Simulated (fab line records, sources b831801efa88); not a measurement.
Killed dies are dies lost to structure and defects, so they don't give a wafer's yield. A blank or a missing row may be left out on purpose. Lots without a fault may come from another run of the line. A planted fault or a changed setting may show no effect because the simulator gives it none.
A struck lot beside a sound one | flow sky130 | 43 steps out of a route of 708
Sound: wafers L626.1, L626.4, L626.5. Struck: wafers L642.2, L642.5, L642.6. The cause comes at the end.
At each step with rows: each side's tool, then ch and its chambers, then its first start. Under that, the readings that differ: sound wafers | struck wafers | difference of the means | sigmas: that difference in standard deviations of wafers without a fault.
alike: readings whose means differ by less than 2 such deviations, and words and numbers that are the same on both sides. not compared: withheld readings, readings that some wafer has no value for, bounds like >300 that may hide the same value, and numbers for which the record gives no deviation and whose values overlap.
The two part at a step that has a row with sigmas, a row that says differs or no value, or rows on one side only. Numbers that don't overlap but have no deviation are shown without sigmas and don't part them. A reading that every wafer of one side lacks parts them only if that side has two wafers or more.

first, 3 steps without rows for these wafers: SKY_VIA2_STRIP_17 (strips in post etch residue remover, time 1200 s); SKY_VIA2_CLEAN_18 (cleans in IPA, time 180 s); SKY_VIA2_CLEAN_19 (cleans in O3/DIW).
SKY_VIA2_SPUTTER_20: material TiN, target thk 20 nm, time 80 s.
  sound on pvd_sputter-03, day 38 03:50; struck on pvd_sputter-03, day 42 16:43
  alike: throttle_valve_pct
SKY_VIA2_CVD_21: deposits W, target thk 420 nm, time 126.4 s.
  sound on cvd_w-01 ch 0,1, day 38 03:54; struck on cvd_w-02 ch 0,1, day 42 16:46
  alike: heater_power_w
SKY_VIA2_RS_MEAS_22: measures by four-point-probe.
  sound on film_metro-04, day 38 04:02; struck on film_metro-01, day 42 16:55
  alike: VIA2_W_RS
SKY_VIA2_THK_MEAS_23: measures by xrf.
  sound on film_metro-04, day 38 04:09; struck on film_metro-01, day 42 17:02
  reading         | sound       | struck      | difference | sigmas
  VIA2_W_THK (nm) | 417 421 423 | 442 444 443 | +23        | +2
then, 3 steps without rows for these wafers: SKY_VIA2_CMP_24 (polishes, stops on SiO2, t overpolish 20 s, target thk 0 nm); SKY_METAL3_SPUTTER_00 (material Ti, target thk 15 nm, time 10 s); SKY_METAL3_SPUTTER_01 (material TiN, target thk 20 nm, time 16.7 s).
SKY_METAL3_SPUTTER_02: material AlCu, target thk 735 nm, time 39.1 s.
  sound on pvd_sputter-01, day 38 04:34; struck on pvd_sputter-02, day 42 17:26
  alike: throttle_valve_pct
SKY_METAL3_SPUTTER_03: material Ti, target thk 5 nm, time 3.3 s.
  sound on pvd_sputter-01, day 38 04:36; struck on pvd_sputter-02, day 42 17:28
  alike: throttle_valve_pct
SKY_METAL3_SPUTTER_04: material TiN, target thk 70 nm, time 58.3 s.
  sound on pvd_sputter-01, day 38 04:37; struck on pvd_sputter-02, day 42 17:29
  alike: throttle_valve_pct
then, 1 step without rows for these wafers: SKY_CAPM_CVD_00 (deposits SiO2, target thk 15.5 nm).
SKY_CAPM_THK_MEAS_01:
  sound on film_metro-02, day 38 04:41; struck on film_metro-02, day 42 17:34
  alike: CAPM_CVD_00_THK
then, 1 step without rows for these wafers: SKY_CAPM_SPUTTER_02 (material TiN, target thk 200 nm, time 166.7 s).
SKY_CAPM_RS_MEAS_03: measures by four-point-probe.
  sound on film_metro-04, day 38 04:52; struck on film_metro-03, day 42 17:44
  alike: CAPM_TIN_RS
SKY_CAPM_THK_MEAS_04: measures by xrf.
  sound on film_metro-04, day 38 04:59; struck on film_metro-03, day 42 17:51
  alike: CAPM_TIN_THK
then, 7 steps without rows for these wafers: SKY_CAPM_DEHYDRATE_05 (time 60 s); SKY_CAPM_HMDS_06 (prime time 60 s); SKY_CAPM_COAT_07 (resist thk 1140 nm); SKY_CAPM_SOFTBAKE_08 (time 60 s); SKY_CAPM_EXPOSE_09 (exposes mask CAPM, target cd 1000 nm); SKY_CAPM_PEB_10; SKY_CAPM_DEVELOP_11 (develop time 60 s).
SKY_CAPM_OVL_MEAS_12:
  sound on overlay-01, day 39 05:55; struck on overlay-02, day 43 17:05
  alike: CAPM_OVL
then, 13 steps without rows for these wafers: SKY_CAPM_METAL_ETCH_13 (etches TiN in Cl2/BCl3, stops on SiO2, target depth 220 nm, time 62.9 s); SKY_CAPM_STRIP_14 (strips in O2/N2); SKY_CAPM_STRIP_15 (strips in post etch residue remover, time 1200 s); SKY_CAPM_CLEAN_16 (cleans in IPA, time 180 s); SKY_CAPM_CLEAN_17 (cleans in O3/DIW); SKY_METAL3_DEHYDRATE_05 (time 60 s); SKY_METAL3_HMDS_06 (prime time 60 s); SKY_METAL3_COAT_07 (resist thk 60 nm); SKY_METAL3_COAT_08 (resist thk 1140 nm); SKY_METAL3_SOFTBAKE_09 (time 90 s); SKY_METAL3_EXPOSE_10 (exposes mask MM3, target cd 300 nm); SKY_METAL3_PEB_11; SKY_METAL3_DEVELOP_12 (develop time 60 s).
SKY_METAL3_CD_MEAS_13: target cd 300 nm.
  sound on cd_sem-02, day 40 07:34; struck on cd_sem-02, day 44 16:52
  alike: cd_nm
SKY_METAL3_OVL_MEAS_14:
  sound on overlay-02, day 40 07:41; struck on overlay-01, day 44 16:58
  alike: METAL3_OVL
SKY_METAL3_DESCUM_15: chemistry O2, time 8 s.
  sound on rie_metal-03 ch 0,1, day 40 07:44; struck on rie_metal-02 ch 0,1, day 44 17:00
  alike: drypump_motor_current_A, oes_product_au
  not compared: rf_hours_counter_h
-- the record jumps here: 6 days lie between the struck wafers' starts before and after (it left off in module METAL3 and takes up again in module PAD_OPEN, whose first step shown is number 708 of the route) --
SKY_PAD_OPEN_PROBE_99:
  the record has rows for the struck wafers here (prober-01, day 50 19:29) and none for the sound ones

WHERE THEY PART
First at SKY_VIA2_THK_MEAS_23; last, within this record, at SKY_PAD_OPEN_PROBE_99.

WHY: what the simulator had put in
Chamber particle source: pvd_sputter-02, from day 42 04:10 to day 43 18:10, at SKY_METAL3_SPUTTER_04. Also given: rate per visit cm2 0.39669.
